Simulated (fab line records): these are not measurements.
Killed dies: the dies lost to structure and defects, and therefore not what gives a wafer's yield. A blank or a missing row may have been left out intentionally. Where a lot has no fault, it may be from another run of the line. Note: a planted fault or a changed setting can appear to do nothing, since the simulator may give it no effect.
fab line records / flow sky130
record: lots: 6 wafers: 18 last_day: 50
route steps=708 shown LDD_HVP@288 LDD_LDN@289 PAD_OPEN@708
lots untouched by any fault: they come from a run of this same line in which no faults occurred
start_h: hours from the record's opening day to when the first of the lot's shown wafers began / wait_h: hours elapsed since this lot's preceding step / " identical to the entry in the row above / L1.1+2: one row covering several wafers at once / - no value, or no start given / * or withheld: withheld / < > ~ a bound
route shown NAME@n: a module of which the file shows steps, and the number in the route of the first / usual: mean/standard deviation taken from wafers without a fault / same: alike in all rows / chamber/n: place in a boat / sites: readings site by site / _std_site: standard deviation across them / _edge_site: mean of outer sites minus mean of inner sites / radius_mm: for every site, how far away it sits from the centre of the wafer / mask NAME#n: copy n / behind: the most recent tool/chamber to have shaped the wafer / hold: reason for holding the lot/hours on hold/outcome of the hold / device: the n, p or np transistor that did not switch / end of line: the route-end tests of the same wafers / a step without rows: its recipe alone / killed: at the first sort, the dies lost to defects and structure; wafer yield is something else / map: a wafer's dies, x killed, . not, _ none there
set.NAME: the setting as run; set.NAME@STEP: as run at that earlier step / model.NAME: the simulator's own value behind a step, which no gauge read
certain route steps with their lots: each step a table, each wafer a row
services: when a tool's chamber went out of use (start_h, in hours from the record's first day, below 0 if earlier), for how many hours, and the reason
== steps ==
step: SKY_LDD_HVP_TW_MEAS_10
usual: LDD_HVP_TW: 457/3.4
lot.wafer=L858.2 tool=film_metro-02 chamber=- start_h=576.73 wait_h=0.1 LDD_HVP_TW=456
lot.wafer=L858.3 tool=film_metro-02 chamber=- start_h=576.73 wait_h=0.1 LDD_HVP_TW=456
lot.wafer=L858.5 tool=film_metro-02 chamber=- start_h=576.73 wait_h=0.1 LDD_HVP_TW=454
lot.wafer=L863.2 tool=film_metro-02 chamber=- start_h=616.50 wait_h=0.1 LDD_HVP_TW=455
lot.wafer=L863.3 tool=film_metro-02 chamber=- start_h=616.50 wait_h=0.1 LDD_HVP_TW=455
lot.wafer=L863.4 tool=film_metro-02 chamber=- start_h=616.50 wait_h=0.1 LDD_HVP_TW=455
lot.wafer=L864.1 tool=film_metro-01 chamber=- start_h=620.81 wait_h=0.1 LDD_HVP_TW=459
lot.wafer=L864.3 tool=film_metro-01 chamber=- start_h=620.81 wait_h=0.1 LDD_HVP_TW=462
lot.wafer=L864.6 tool=film_metro-01 chamber=- start_h=620.81 wait_h=0.1 LDD_HVP_TW=462
lot.wafer=L865.2 tool=film_metro-02 chamber=- start_h=633.46 wait_h=0.1 LDD_HVP_TW=455
lot.wafer=L865.3 tool=film_metro-02 chamber=- start_h=633.46 wait_h=0.1 LDD_HVP_TW=452
lot.wafer=L865.4 tool=film_metro-02 chamber=- start_h=633.46 wait_h=0.1 LDD_HVP_TW=455
lot.wafer=L866.2 tool=film_metro-04 chamber=- start_h=643.71 wait_h=0.1 LDD_HVP_TW=456
lot.wafer=L866.3 tool=film_metro-04 chamber=- start_h=643.71 wait_h=0.1 LDD_HVP_TW=456
lot.wafer=L866.4 tool=film_metro-04 chamber=- start_h=643.71 wait_h=0.1 LDD_HVP_TW=453
lot.wafer=L872.1 tool=film_metro-01 chamber=- start_h=687.80 wait_h=0.1 LDD_HVP_TW=461
lot.wafer=L872.4 tool=film_metro-01 chamber=- start_h=687.80 wait_h=0.1 LDD_HVP_TW=460
lot.wafer=L872.5 tool=film_metro-01 chamber=- start_h=687.80 wait_h=0.1 LDD_HVP_TW=458
step: SKY_LDD_LDN_DEHYDRATE_00
recipe: temp_c: 200 time_s: 60
step: SKY_LDD_LDN_HMDS_01
recipe: prime_time_s: 60 prime_temp_c: 120
step: SKY_LDD_LDN_COAT_02
recipe: resist: NOVOLAK spin_rpm: 3000 resist_thk_nm: 1140
step: SKY_LDD_LDN_SOFTBAKE_03
recipe: temp_c: 89.3 time_s: 60 resist: NOVOLAK
step: SKY_LDD_LDN_EXPOSE_04
recipe: mask_id: LDNTM na: 0.6 source_shape: conventional sigma_outer: 0.6 polarization: unpolarized target_cd_nm: 700 dose_mj: 140
step: SKY_LDD_LDN_PEB_05
recipe: temp_c: withheld time_s: * resist: NOVOLAK
step: SKY_LDD_LDN_DEVELOP_06
recipe: resist: NOVOLAK developer: TMAH develop_time_s: 60 dev_temp_c: 23
step: SKY_LDD_LDN_OVL_MEAS_07
usual: LDD_LDN_OVL: -0.1/1.3
lot.wafer=L858.2 tool=overlay-01 chamber=- start_h=605.56 wait_h=0.1 LDD_LDN_OVL[nm]=-2.5
lot.wafer=L858.3 tool=overlay-01 chamber=- start_h=605.56 wait_h=0.1 LDD_LDN_OVL[nm]=-1.5
lot.wafer=L858.5 tool=overlay-01 chamber=- start_h=605.56 wait_h=0.1 LDD_LDN_OVL[nm]=-0.9
lot.wafer=L863.2 tool=overlay-02 chamber=- start_h=644.02 wait_h=0.1 LDD_LDN_OVL[nm]=-2.7
lot.wafer=L863.3 tool=overlay-02 chamber=- start_h=644.02 wait_h=0.1 LDD_LDN_OVL[nm]=-2.6
lot.wafer=L863.4 tool=overlay-02 chamber=- start_h=644.02 wait_h=0.1 LDD_LDN_OVL[nm]=-1.1
lot.wafer=L864.1 tool=overlay-01 chamber=- start_h=649.45 wait_h=0.1 LDD_LDN_OVL[nm]=1.2
lot.wafer=L864.3 tool=overlay-01 chamber=- start_h=649.45 wait_h=0.1 LDD_LDN_OVL[nm]=-0.4
lot.wafer=L864.6 tool=overlay-01 chamber=- start_h=649.45 wait_h=0.1 LDD_LDN_OVL[nm]=-0.5
lot.wafer=L865.2 tool=overlay-02 chamber=- start_h=661.74 wait_h=0.1 LDD_LDN_OVL[nm]=-1.3
lot.wafer=L865.3 tool=overlay-02 chamber=- start_h=661.74 wait_h=0.1 LDD_LDN_OVL[nm]=-1.2
lot.wafer=L865.4 tool=overlay-02 chamber=- start_h=661.74 wait_h=0.1 LDD_LDN_OVL[nm]=-1.1
lot.wafer=L866.2 tool=overlay-02 chamber=- start_h=671.71 wait_h=0.1 LDD_LDN_OVL[nm]=-0.2
lot.wafer=L866.3 tool=overlay-02 chamber=- start_h=671.71 wait_h=0.1 LDD_LDN_OVL[nm]=-0.7
lot.wafer=L866.4 tool=overlay-02 chamber=- start_h=671.71 wait_h=0.1 LDD_LDN_OVL[nm]=0.5
lot.wafer=L872.1 tool=overlay-01 chamber=- start_h=715.15 wait_h=0.1 LDD_LDN_OVL[nm]=-0.7
lot.wafer=L872.4 tool=overlay-01 chamber=- start_h=715.15 wait_h=0.1 LDD_LDN_OVL[nm]=0.1
lot.wafer=L872.5 tool=overlay-01 chamber=- start_h=715.15 wait_h=0.1 LDD_LDN_OVL[nm]=-2.8
step: SKY_LDD_LDN_IMPLANT_08
recipe: species: As energy_kev: 15 dose_cm2: 1.25e+13 tilt_deg: withheld rotation_deg: 23
step: SKY_LDD_LDN_IMPLANT_09
recipe: species: As energy_kev: 15 dose_cm2: 1.236e+13 tilt_deg: withheld rotation_deg: 113
step: SKY_LDD_LDN_IMPLANT_10
recipe: species: As energy_kev: 15 dose_cm2: 1.25e+13 tilt_deg: withheld rotation_deg: 203
step: SKY_LDD_LDN_IMPLANT_11
recipe: species: As energy_kev: 15 dose_cm2: 1.25e+13 tilt_deg: withheld rotation_deg: 293
usual: dose_ions_cm2: 1.25e+13/1.4e+10 faraday_current_uA: 70.4/1.3
lot.wafer=L858.2 tool=implanter-04 chamber=0 start_h=606.06 wait_h=0.1 dose_ions_cm2=1.2522e+13 faraday_current_uA=70.4
lot.wafer=L858.3 tool=implanter-04 chamber=0 start_h=606.06 wait_h=0.1 dose_ions_cm2=1.2516e+13 faraday_current_uA=71.8
lot.wafer=L858.5 tool=implanter-04 chamber=0 start_h=606.06 wait_h=0.1 dose_ions_cm2=1.2516e+13 faraday_current_uA=68.3
lot.wafer=L863.2 tool=implanter-01 chamber=0 start_h=644.53 wait_h=0.1 dose_ions_cm2=1.2489e+13 faraday_current_uA=72.5
lot.wafer=L863.3 tool=implanter-01 chamber=0 start_h=644.53 wait_h=0.1 dose_ions_cm2=1.2488e+13 faraday_current_uA=70.9
lot.wafer=L863.4 tool=implanter-01 chamber=0 start_h=644.53 wait_h=0.1 dose_ions_cm2=1.2468e+13 faraday_current_uA=70.1
lot.wafer=L864.1 tool=implanter-01 chamber=0 start_h=649.94 wait_h=0.1 dose_ions_cm2=6.588e+12 faraday_current_uA=37.1
lot.wafer=L864.3 tool=implanter-01 chamber=0 start_h=649.94 wait_h=0.1 dose_ions_cm2=6.588e+12 faraday_current_uA=37.7
lot.wafer=L864.6 tool=implanter-01 chamber=0 start_h=649.94 wait_h=0.1 dose_ions_cm2=6.579e+12 faraday_current_uA=36.8
lot.wafer=L865.2 tool=implanter-01 chamber=0 start_h=662.24 wait_h=0.1 dose_ions_cm2=6.623e+12 faraday_current_uA=36.4
lot.wafer=L865.3 tool=implanter-01 chamber=0 start_h=662.24 wait_h=0.1 dose_ions_cm2=6.607e+12 faraday_current_uA=36.4
lot.wafer=L865.4 tool=implanter-01 chamber=0 start_h=662.24 wait_h=0.1 dose_ions_cm2=6.62e+12 faraday_current_uA=37.0
lot.wafer=L866.2 tool=implanter-02 chamber=0 start_h=672.21 wait_h=0.1 dose_ions_cm2=1.2514e+13 faraday_current_uA=70.0
lot.wafer=L866.3 tool=implanter-02 chamber=0 start_h=672.21 wait_h=0.1 dose_ions_cm2=1.2519e+13 faraday_current_uA=71.7
lot.wafer=L866.4 tool=implanter-02 chamber=0 start_h=672.21 wait_h=0.1 dose_ions_cm2=1.2501e+13 faraday_current_uA=70.9
lot.wafer=L872.1 tool=implanter-04 chamber=0 start_h=715.64 wait_h=0.1 dose_ions_cm2=1.2514e+13 faraday_current_uA=69.4
lot.wafer=L872.4 tool=implanter-04 chamber=0 start_h=715.64 wait_h=0.1 dose_ions_cm2=1.2513e+13 faraday_current_uA=69.5
lot.wafer=L872.5 tool=implanter-04 chamber=0 start_h=715.64 wait_h=0.1 dose_ions_cm2=1.2502e+13 faraday_current_uA=68.7
step: SKY_LDD_LDN_STRIP_12
recipe: chemistry: O2/N2 power_w: 1400 pressure_mtorr: 1500 platen_temp_c: withheld o2_flow_sccm: 3000 n2_flow_sccm: 300 overash_fraction: 0.5
usual: drypump_motor_current_A: 5.6/0.32 oes_product_au: 0.716/0.0045 strip_time_to_endpoint_s: 14.21/0.037
lot.wafer=L858.2 tool=plasma_asher-04 chamber=0 start_h=606.19 wait_h=0.1 drypump_motor_current_A=5.7 oes_product_au=0.714 rf_hours_counter_h=93 strip_time_to_endpoint_s=14.24
lot.wafer=L858.3 tool=plasma_asher-04 chamber=0 start_h=606.19 wait_h=0.1 drypump_motor_current_A=5.7 oes_product_au=0.719 rf_hours_counter_h=- strip_time_to_endpoint_s=14.27
lot.wafer=L858.5 tool=plasma_asher-04 chamber=0 start_h=606.19 wait_h=0.1 drypump_motor_current_A=5.7 oes_product_au=0.714 rf_hours_counter_h=- strip_time_to_endpoint_s=14.21
lot.wafer=L863.2 tool=plasma_asher-04 chamber=1 start_h=644.65 wait_h=0.1 drypump_motor_current_A=6.1 oes_product_au=0.713 rf_hours_counter_h=97 strip_time_to_endpoint_s=14.22
lot.wafer=L863.3 tool=plasma_asher-04 chamber=0 start_h=644.65 wait_h=0.1 drypump_motor_current_A=5.7 oes_product_au=0.710 rf_hours_counter_h=- strip_time_to_endpoint_s=14.22
lot.wafer=L863.4 tool=plasma_asher-04 chamber=1 start_h=644.65 wait_h=0.1 drypump_motor_current_A=6.1 oes_product_au=0.713 rf_hours_counter_h=- strip_time_to_endpoint_s=14.25
lot.wafer=L864.1 tool=plasma_asher-03 chamber=1 start_h=650.09 wait_h=0.1 drypump_motor_current_A=5.3 oes_product_au=0.724 rf_hours_counter_h=48 strip_time_to_endpoint_s=14.22
lot.wafer=L864.3 tool=plasma_asher-03 chamber=0 start_h=650.09 wait_h=0.1 drypump_motor_current_A=5.9 oes_product_au=0.718 rf_hours_counter_h=- strip_time_to_endpoint_s=14.18
lot.wafer=L864.6 tool=plasma_asher-03 chamber=1 start_h=650.09 wait_h=0.1 drypump_motor_current_A=5.3 oes_product_au=0.710 rf_hours_counter_h=- strip_time_to_endpoint_s=14.24
lot.wafer=L865.2 tool=plasma_asher-03 chamber=0 start_h=662.37 wait_h=0.1 drypump_motor_current_A=5.9 oes_product_au=0.713 rf_hours_counter_h=49 strip_time_to_endpoint_s=14.19
lot.wafer=L865.3 tool=plasma_asher-03 chamber=1 start_h=662.37 wait_h=0.1 drypump_motor_current_A=5.3 oes_product_au=0.718 rf_hours_counter_h=- strip_time_to_endpoint_s=14.23
lot.wafer=L865.4 tool=plasma_asher-03 chamber=0 start_h=662.37 wait_h=0.1 drypump_motor_current_A=5.9 oes_product_au=0.716 rf_hours_counter_h=- strip_time_to_endpoint_s=14.22
lot.wafer=L866.2 tool=plasma_asher-02 chamber=0 start_h=672.34 wait_h=0.1 drypump_motor_current_A=5.3 oes_product_au=0.715 rf_hours_counter_h=23 strip_time_to_endpoint_s=14.23
lot.wafer=L866.3 tool=plasma_asher-02 chamber=0 start_h=672.34 wait_h=0.1 drypump_motor_current_A=5.3 oes_product_au=0.717 rf_hours_counter_h=- strip_time_to_endpoint_s=14.20
lot.wafer=L866.4 tool=plasma_asher-02 chamber=1 start_h=672.34 wait_h=0.1 drypump_motor_current_A=5.4 oes_product_au=0.719 rf_hours_counter_h=- strip_time_to_endpoint_s=14.23
lot.wafer=L872.1 tool=plasma_asher-02 chamber=1 start_h=715.79 wait_h=0.1 drypump_motor_current_A=5.4 oes_product_au=0.714 rf_hours_counter_h=26 strip_time_to_endpoint_s=14.23
lot.wafer=L872.4 tool=plasma_asher-02 chamber=1 start_h=715.79 wait_h=0.1 drypump_motor_current_A=5.4 oes_product_au=0.717 rf_hours_counter_h=- strip_time_to_endpoint_s=14.21
lot.wafer=L872.5 tool=plasma_asher-02 chamber=0 start_h=715.79 wait_h=0.1 drypump_motor_current_A=5.3 oes_product_au=0.711 rf_hours_counter_h=- strip_time_to_endpoint_s=14.21
step: SKY_LDD_LDN_TW_MEAS_13
usual: LDD_LDN_TW: 1471/16
lot.wafer=L858.2 tool=film_metro-03 chamber=- start_h=606.30 wait_h=0.1 LDD_LDN_TW=1458
lot.wafer=L858.3 tool=film_metro-03 chamber=- start_h=606.30 wait_h=0.1 LDD_LDN_TW=1461
lot.wafer=L858.5 tool=film_metro-03 chamber=- start_h=606.30 wait_h=0.1 LDD_LDN_TW=1454
lot.wafer=L863.2 tool=film_metro-01 chamber=- start_h=644.76 wait_h=0.1 LDD_LDN_TW=1491
lot.wafer=L863.3 tool=film_metro-01 chamber=- start_h=644.76 wait_h=0.1 LDD_LDN_TW=1493
lot.wafer=L863.4 tool=film_metro-01 chamber=- start_h=644.76 wait_h=0.1 LDD_LDN_TW=1488
lot.wafer=L864.1 tool=film_metro-02 chamber=- start_h=650.19 wait_h=0.1 LDD_LDN_TW=1414
lot.wafer=L864.3 tool=film_metro-02 chamber=- start_h=650.19 wait_h=0.1 LDD_LDN_TW=1423
lot.wafer=L864.6 tool=film_metro-02 chamber=- start_h=650.19 wait_h=0.1 LDD_LDN_TW=1411
lot.wafer=L865.2 tool=film_metro-02 chamber=- start_h=662.48 wait_h=0.1 LDD_LDN_TW=1417
lot.wafer=L865.3 tool=film_metro-02 chamber=- start_h=662.48 wait_h=0.1 LDD_LDN_TW=1420
lot.wafer=L865.4 tool=film_metro-02 chamber=- start_h=662.48 wait_h=0.1 LDD_LDN_TW=1415
lot.wafer=L866.2 tool=film_metro-03 chamber=- start_h=672.45 wait_h=0.1 LDD_LDN_TW=1453
lot.wafer=L866.3 tool=film_metro-03 chamber=- start_h=672.45 wait_h=0.1 LDD_LDN_TW=1456
lot.wafer=L866.4 tool=film_metro-03 chamber=- start_h=672.45 wait_h=0.1 LDD_LDN_TW=1454
lot.wafer=L872.1 tool=film_metro-03 chamber=- start_h=715.89 wait_h=0.1 LDD_LDN_TW=1444
lot.wafer=L872.4 tool=film_metro-03 chamber=- start_h=715.89 wait_h=0.1 LDD_LDN_TW=1452
lot.wafer=L872.5 tool=film_metro-03 chamber=- start_h=715.89 wait_h=0.1 LDD_LDN_TW=1459
step: SKY_LDD_LDN_CLEAN_14
recipe: chemistry: SC1/SC2 mix: 1:4:20 temp_c: 70 time_s: 150 dry: n2_spin
step: SKY_PAD_OPEN_PROBE_99
usual: killed_at_M0_to_M3: 43/6.3 killed_at_M4_up: 3.1/1.9 killed_at_contacts: 24/5.1 killed_at_front_end: 14/4.3 killed_at_other: 0.3/0.53 killed_dies: 85/8.8 killed_on_rim: 17/3.9 killed_open: 46/7.1 killed_short: 38/5.9
same: gross_dies: 492 killed_at_back_side: 0
lot.wafer=L858.2 tool=prober-02 chamber=- start_h=1127.59 wait_h=0.1 killed_at_M0_to_M3=35 killed_at_M4_up=5 killed_at_contacts=28 killed_at_front_end=13 killed_at_other=0 killed_dies=81 killed_on_rim=11 killed_open=40 killed_short=40 model.etest.tip_sonos.rs_ohm_sq=2656
lot.wafer=L858.3 tool=prober-02 chamber=- start_h=1127.64 wait_h=0.2 killed_at_M0_to_M3=46 killed_at_M4_up=5 killed_at_contacts=27 killed_at_front_end=9 killed_at_other=0 killed_dies=87 killed_on_rim=16 killed_open=55 killed_short=32 model.etest.tip_sonos.rs_ohm_sq=2643
lot.wafer=L858.5 tool=prober-02 chamber=- start_h=1127.74 wait_h=0.2 killed_at_M0_to_M3=44 killed_at_M4_up=4 killed_at_contacts=35 killed_at_front_end=24 killed_at_other=0 killed_dies=107 killed_on_rim=22 killed_open=67 killed_short=40 model.etest.tip_sonos.rs_ohm_sq=2647
lot.wafer=L863.2 tool=prober-01 chamber=- start_h=1157.05 wait_h=0.1 killed_at_M0_to_M3=33 killed_at_M4_up=2 killed_at_contacts=23 killed_at_front_end=13 killed_at_other=1 killed_dies=72 killed_on_rim=18 killed_open=38 killed_short=33 model.etest.tip_sonos.rs_ohm_sq=2719
lot.wafer=L863.3 tool=prober-01 chamber=- start_h=1157.10 wait_h=0.2 killed_at_M0_to_M3=43 killed_at_M4_up=4 killed_at_contacts=28 killed_at_front_end=12 killed_at_other=0 killed_dies=87 killed_on_rim=12 killed_open=51 killed_short=36 model.etest.tip_sonos.rs_ohm_sq=2688
lot.wafer=L863.4 tool=prober-01 chamber=- start_h=1157.15 wait_h=0.2 killed_at_M0_to_M3=38 killed_at_M4_up=1 killed_at_contacts=25 killed_at_front_end=14 killed_at_other=1 killed_dies=79 killed_on_rim=11 killed_open=48 killed_short=31 model.etest.tip_sonos.rs_ohm_sq=2657
lot.wafer=L864.1 tool=prober-02 chamber=- start_h=1157.28 wait_h=0.1 killed_at_M0_to_M3=40 killed_at_M4_up=4 killed_at_contacts=21 killed_at_front_end=8 killed_at_other=0 killed_dies=73 killed_on_rim=17 killed_open=37 killed_short=36 model.etest.tip_sonos.rs_ohm_sq=2797
lot.wafer=L864.3 tool=prober-02 chamber=- start_h=1157.38 wait_h=0.2 killed_at_M0_to_M3=44 killed_at_M4_up=1 killed_at_contacts=18 killed_at_front_end=16 killed_at_other=1 killed_dies=80 killed_on_rim=12 killed_open=32 killed_short=48 model.etest.tip_sonos.rs_ohm_sq=2820
lot.wafer=L864.6 tool=prober-02 chamber=- start_h=1157.53 wait_h=0.2 killed_at_M0_to_M3=44 killed_at_M4_up=0 killed_at_contacts=12 killed_at_front_end=7 killed_at_other=0 killed_dies=63 killed_on_rim=12 killed_open=42 killed_short=21 model.etest.tip_sonos.rs_ohm_sq=2868
lot.wafer=L865.2 tool=prober-01 chamber=- start_h=1167.22 wait_h=0.1 killed_at_M0_to_M3=44 killed_at_M4_up=2 killed_at_contacts=21 killed_at_front_end=13 killed_at_other=0 killed_dies=80 killed_on_rim=17 killed_open=42 killed_short=38 model.etest.tip_sonos.rs_ohm_sq=2745
lot.wafer=L865.3 tool=prober-01 chamber=- start_h=1167.27 wait_h=0.2 killed_at_M0_to_M3=48 killed_at_M4_up=1 killed_at_contacts=23 killed_at_front_end=11 killed_at_other=1 killed_dies=84 killed_on_rim=21 killed_open=52 killed_short=32 model.etest.tip_sonos.rs_ohm_sq=2764
lot.wafer=L865.4 tool=prober-01 chamber=- start_h=1167.32 wait_h=0.2 killed_at_M0_to_M3=50 killed_at_M4_up=3 killed_at_contacts=25 killed_at_front_end=9 killed_at_other=0 killed_dies=87 killed_on_rim=20 killed_open=48 killed_short=39 model.etest.tip_sonos.rs_ohm_sq=2766
lot.wafer=L866.2 tool=prober-02 chamber=- start_h=1172.60 wait_h=0.1 killed_at_M0_to_M3=42 killed_at_M4_up=1 killed_at_contacts=28 killed_at_front_end=20 killed_at_other=1 killed_dies=92 killed_on_rim=18 killed_open=44 killed_short=48 model.etest.tip_sonos.rs_ohm_sq=2582
lot.wafer=L866.3 tool=prober-02 chamber=- start_h=1172.65 wait_h=0.2 killed_at_M0_to_M3=41 killed_at_M4_up=4 killed_at_contacts=30 killed_at_front_end=18 killed_at_other=0 killed_dies=93 killed_on_rim=16 killed_open=60 killed_short=33 model.etest.tip_sonos.rs_ohm_sq=2612
lot.wafer=L866.4 tool=prober-02 chamber=- start_h=1172.70 wait_h=0.2 killed_at_M0_to_M3=45 killed_at_M4_up=3 killed_at_contacts=26 killed_at_front_end=14 killed_at_other=0 killed_dies=88 killed_on_rim=14 killed_open=48 killed_short=40 model.etest.tip_sonos.rs_ohm_sq=2590
lot.wafer=L872.1 tool=prober-01 chamber=- start_h=1198.62 wait_h=0.1 killed_at_M0_to_M3=41 killed_at_M4_up=3 killed_at_contacts=27 killed_at_front_end=13 killed_at_other=0 killed_dies=84 killed_on_rim=14 killed_open=53 killed_short=31 model.etest.tip_sonos.rs_ohm_sq=2709
lot.wafer=L872.4 tool=prober-01 chamber=- start_h=1198.77 wait_h=0.2 killed_at_M0_to_M3=42 killed_at_M4_up=5 killed_at_contacts=20 killed_at_front_end=22 killed_at_other=0 killed_dies=89 killed_on_rim=12 killed_open=49 killed_short=40 model.etest.tip_sonos.rs_ohm_sq=2685
lot.wafer=L872.5 tool=prober-01 chamber=- start_h=1198.82 wait_h=0.2 killed_at_M0_to_M3=50 killed_at_M4_up=4 killed_at_contacts=16 killed_at_front_end=20 killed_at_other=0 killed_dies=90 killed_on_rim=15 killed_open=46 killed_short=44 model.etest.tip_sonos.rs_ohm_sq=2704
killed by level:class
L858.2 VIA1:geometric_particle:open=10 CONTACT:geometric_particle:open=7 CONTACT:geometric_particle:short=7 LOCAL_INTERCONNECT:geometric_particle:short=6 LI_CONTACT:geometric_particle:open=5 VIA3:geometric_particle:open=5 FIELD_ISO:geometric_particle:short=4 POLY_GATE:geometric_particle:short=3
L858.3 VIA1:geometric_particle:open=17 LI_CONTACT:geometric_particle:open=10 VIA3:geometric_particle:open=8 CONTACT:geometric_particle:open=8 CONTACT:geometric_particle:short=5 METAL1:geometric_particle:short=5 METAL4:geometric_particle:short=4 FIELD_ISO:geometric_particle:open=3
L858.5 CONTACT:geometric_particle:open=13 VIA1:geometric_particle:open=12 LI_CONTACT:geometric_particle:open=10 FIELD_ISO:geometric_particle:open=8 CONTACT:geometric_particle:short=6 VIA2:geometric_particle:open=6 VIA3:geometric_particle:open=5 FIELD_ISO:geometric_particle:short=4
L863.2 LOCAL_INTERCONNECT:geometric_particle:short=8 VIA1:geometric_particle:open=6 VIA3:geometric_particle:open=6 CONTACT:geometric_particle:open=6 METAL1:geometric_particle:short=6 LI_CONTACT:geometric_particle:open=5 VIA2:geometric_particle:open=5 FIELD_ISO:geometric_particle:short=3
L863.3 VIA1:geometric_particle:open=13 LI_CONTACT:geometric_particle:open=10 CONTACT:geometric_particle:open=9 VIA3:geometric_particle:open=8 VIA3:geometric_particle:short=5 METAL1:geometric_particle:short=4 METAL4:geometric_particle:short=4 VIA1:geometric_particle:short=4
L863.4 VIA1:geometric_particle:open=9 CONTACT:geometric_particle:open=9 LI_CONTACT:geometric_particle:open=8 VIA3:geometric_particle:open=6 FIELD_ISO:geometric_particle:open=5 LOCAL_INTERCONNECT:geometric_particle:short=5 POLY_GATE:geometric_particle:short=4 VIA2:geometric_particle:short=4
L864.1 CONTACT:geometric_particle:open=9 VIA1:geometric_particle:open=7 VIA3:geometric_particle:open=6 VIA1:geometric_particle:short=6 LI_CONTACT:geometric_particle:open=5 CONTACT:geometric_particle:short=5 METAL1:geometric_particle:short=5 VIA2:geometric_particle:open=5
L864.3 VIA1:geometric_particle:short=7 FIELD_ISO:geometric_particle:short=6 FIELD_ISO:geometric_particle:open=5 LI_CONTACT:geometric_particle:open=5 METAL1:geometric_particle:short=5 VIA1:geometric_particle:open=5 VIA2:geometric_particle:short=5 VIA2:geometric_particle:open=5
L864.6 VIA3:geometric_particle:open=10 VIA2:geometric_particle:open=9 VIA1:geometric_particle:open=6 CONTACT:geometric_particle:open=5 VIA1:geometric_particle:short=5 VIA3:geometric_particle:short=4 POLY_GATE:geometric_particle:open=3 LI_CONTACT:geometric_particle:open=3
L865.2 METAL1:geometric_particle:short=7 FIELD_ISO:geometric_particle:open=6 CONTACT:geometric_particle:open=6 VIA1:geometric_particle:open=6 VIA2:geometric_particle:open=6 VIA3:geometric_particle:short=5 METAL2:geometric_particle:short=4 LI_CONTACT:geometric_particle:open=4
L865.3 LI_CONTACT:geometric_particle:open=10 VIA2:geometric_particle:open=10 CONTACT:geometric_particle:open=8 VIA1:geometric_particle:open=8 METAL1:geometric_particle:short=6 VIA3:geometric_particle:open=5 METAL2:geometric_particle:short=4 VIA2:geometric_particle:short=4
L865.4 VIA1:geometric_particle:open=12 LI_CONTACT:geometric_particle:open=10 CONTACT:geometric_particle:open=10 METAL1:geometric_particle:short=7 VIA3:geometric_particle:short=6 VIA2:geometric_particle:open=5 FIELD_ISO:geometric_particle:open=4 VIA1:geometric_particle:short=4
L866.2 VIA1:geometric_particle:open=14 CONTACT:geometric_particle:open=10 METAL1:geometric_particle:short=9 FIELD_ISO:geometric_particle:short=8 LI_CONTACT:geometric_particle:open=5 LOCAL_INTERCONNECT:geometric_particle:short=5 CONTACT:geometric_particle:short=5 POLY_GATE:geometric_particle:short=4
L866.3 CONTACT:geometric_particle:open=11 LI_CONTACT:geometric_particle:open=10 VIA1:geometric_particle:open=10 VIA3:geometric_particle:open=10 FIELD_ISO:geometric_particle:short=5 VIA1:geometric_particle:short=5 FIELD_ISO:geometric_particle:open=4 LOCAL_INTERCONNECT:geometric_particle:short=4
L866.4 VIA1:geometric_particle:open=11 VIA2:geometric_particle:open=9 VIA3:geometric_particle:open=7 LI_CONTACT:geometric_particle:open=7 CONTACT:geometric_particle:short=6 CONTACT:geometric_particle:open=5 LOCAL_INTERCONNECT:geometric_particle:short=4 VIA3:geometric_particle:short=4
L872.1 CONTACT:geometric_particle:open=11 VIA1:geometric_particle:open=11 LI_CONTACT:geometric_particle:open=8 VIA2:geometric_particle:open=8 VIA3:geometric_particle:open=7 FIELD_ISO:geometric_particle:open=4 FIELD_ISO:geometric_particle:short=4 CONTACT:geometric_particle:short=4
L872.4 VIA1:geometric_particle:open=11 LI_CONTACT:geometric_particle:open=10 FIELD_ISO:geometric_particle:short=7 VIA1:geometric_particle:short=6 FIELD_ISO:geometric_particle:open=5 POLY_GATE:geometric_particle:open=5 CONTACT:geometric_particle:open=4 METAL1:geometric_particle:short=4
L872.5 VIA1:geometric_particle:open=10 FIELD_ISO:geometric_particle:open=9 VIA3:geometric_particle:open=9 CONTACT:geometric_particle:open=6 VIA3:geometric_particle:short=5 FIELD_ISO:geometric_particle:short=5 VIA2:geometric_particle:open=5 VIA2:geometric_particle:short=5
== services ==
tool=implanter-01 chamber=- start_h=597.82 hours=4.4 kind=pm
tool=implanter-04 chamber=- start_h=607.12 hours=0.7 kind=repair
tool=plasma_asher-02 chamber=- start_h=636.59 hours=2.8 kind=pm
tool=implanter-01 chamber=- start_h=644.65 hours=4.8 kind=pm
tool=plasma_asher-02 chamber=- start_h=660.41 hours=3.5 kind=repair
tool=plasma_asher-02 chamber=- start_h=680.58 hours=15.6 kind=pm
tool=implanter-01 chamber=- start_h=686.66 hours=1.9 kind=repair
tool=implanter-01 chamber=- start_h=700.44 hours=8.8 kind=pm
== key ==
first_sign: step: SKY_LDD_LDN_IMPLANT_11 reading: dose_ions_cm2 direction: down sigmas: 99+ usual: * struck: *
effect: step: SKY_LDD_LDN_IMPLANT_11 reading: faraday_current_uA direction: down sigmas: 25 usual: 70.4 struck: 36.9
effect: step: SKY_LDD_LDN_TW_MEAS_13 reading: LDD_LDN_TW direction: down sigmas: 3.3 usual: 1471 struck: 1417
model_effect: step: SKY_PAD_OPEN_PROBE_99 value: etest.tip_sonos.rs_ohm_sq without: 2612 struck: 2793
met_at SKY_LDD_LDN_IMPLANT_11
struck_wafers L864.1,L864.3,L864.6,L865.2,L865.3,L865.4
tester_left_out L864,L865
onset_between 644.53 649.94
fault: kind: process_parameter_drift tool: implanter-01 chamber: - onset_h: 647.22 steps: SKY_LDD_LDN_IMPLANT_11 channel: dose_cm2 offset: * shape: step end_h: 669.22 acts_in: * stated: *
tester_left_out: of these lots the tester's yield and bins aren't shown, on N5 and GAA mostly nor the transistor test; their killed dies are dies lost to structure and defects alone, not to doping, threshold or leakage, so they don't give the yield
